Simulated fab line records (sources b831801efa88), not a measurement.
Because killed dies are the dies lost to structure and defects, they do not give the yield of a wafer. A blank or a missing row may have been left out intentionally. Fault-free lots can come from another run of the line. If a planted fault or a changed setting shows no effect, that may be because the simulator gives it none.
A struck lot beside a sound one ; flow sky130 ; 15 out of 708 route steps
Sound: the wafers L242.3, L242.4, L242.6. Struck: wafers L253.1, L253.2 (left out: L253.3, a lot-mate that was not struck); the cause follows at the end.
At each step with rows: each side's tool, then ch and its chambers, then its first start. Under that, the readings that differ: sound wafers ; struck wafers ; difference of the means ; sigmas: that difference in standard deviations of wafers without a fault.
alike: words and numbers the same on both sides, and readings whose means are apart by under 2 such deviations; not compared: readings that were withheld, readings missing a value for some wafer, numbers with overlapping values and no deviation given by the record, and bounds like >300 which may hide the same value.
Wherever a step has rows on one side only, a row that says differs or no value, or a row with sigmas, the two part there. Numbers that have no deviation but don't overlap get no sigmas and don't part them. Lack of a reading on every wafer of one side parts them only where that side has two or more wafers.

SKY_METAL1_STRIP_20: strips in O2/N2.
  sound on plasma asher-02 ch 0,1, day 34 21:19; struck on plasma asher-02 ch 0,1, day 38 10:26
reading;sound;struck;difference;sigmas
rf hours counter h (h);- - -;15 15;no value on the sound wafers;
  alike: drypump motor current A, oes product au, strip time to endpoint s
then, 4 steps without rows for these wafers: SKY_METAL1_STRIP_21 (strips in post etch residue remover, time 1200 s); SKY_METAL1_CLEAN_22 (cleans in IPA, time 180 s); SKY_METAL1_CLEAN_23 (cleans in O3/DIW); SKY_VIA1_HDPCVD_00 (deposits SiO2, target thk 1030 nm, time 171.7 s).
SKY_VIA1_THK_MEAS_01:
  struck on film metro-03, day 38 11:08; sound on film metro-02, day 34 22:02
  alike: VIA1_HDPCVD_THK
SKY_VIA1_CMP_02: polishes SiO2.
  sound on cmp-01 ch 1,3, day 34 22:05; struck on cmp-01 ch 1,3, day 38 11:24
  alike: head pressure psi, motor current A
SKY_VIA1_BOW_MEAS_03:
  struck on film metro-03, day 38 11:39; sound on film metro-03, day 34 22:25
  alike: VIA1_BOW
then, 4 steps without rows for these wafers: SKY_VIA1_DEHYDRATE_04 (time 60 s); SKY_VIA1_HMDS_05 (prime time 60 s); SKY_VIA1_COAT_06 (resist thk 60 nm); SKY_VIA1_COAT_07 (resist thk 450 nm).
SKY_VIA1_SOFTBAKE_08: time 90 s.
  sound on litho track-04 ch 0, day 35 11:00; struck on litho track-03 ch 0, day 39 00:00
reading;sound;struck;difference;sigmas
heater power total W (W);57.24 57.38 57.33;60.37 60.29;+3.01;+27
run length s (s);119.11 119.09 119.17;106.54 106.60;-12.55;-99 or more
  alike: exhaust pa
then, 1 step without rows for these wafers: SKY_VIA1_EXPOSE_09 (exposes mask VIM, target cd 150 nm).
SKY_PAD_OPEN_PROBE_99:
  rows exist in the record for the sound wafers here (prober-02, day 47 13:35), none for the struck ones

WHERE THEY PART
Last at SKY_PAD_OPEN_PROBE_99 as far as this record goes, first at SKY_METAL1_STRIP_20.

WHY: whatever the simulator had introduced
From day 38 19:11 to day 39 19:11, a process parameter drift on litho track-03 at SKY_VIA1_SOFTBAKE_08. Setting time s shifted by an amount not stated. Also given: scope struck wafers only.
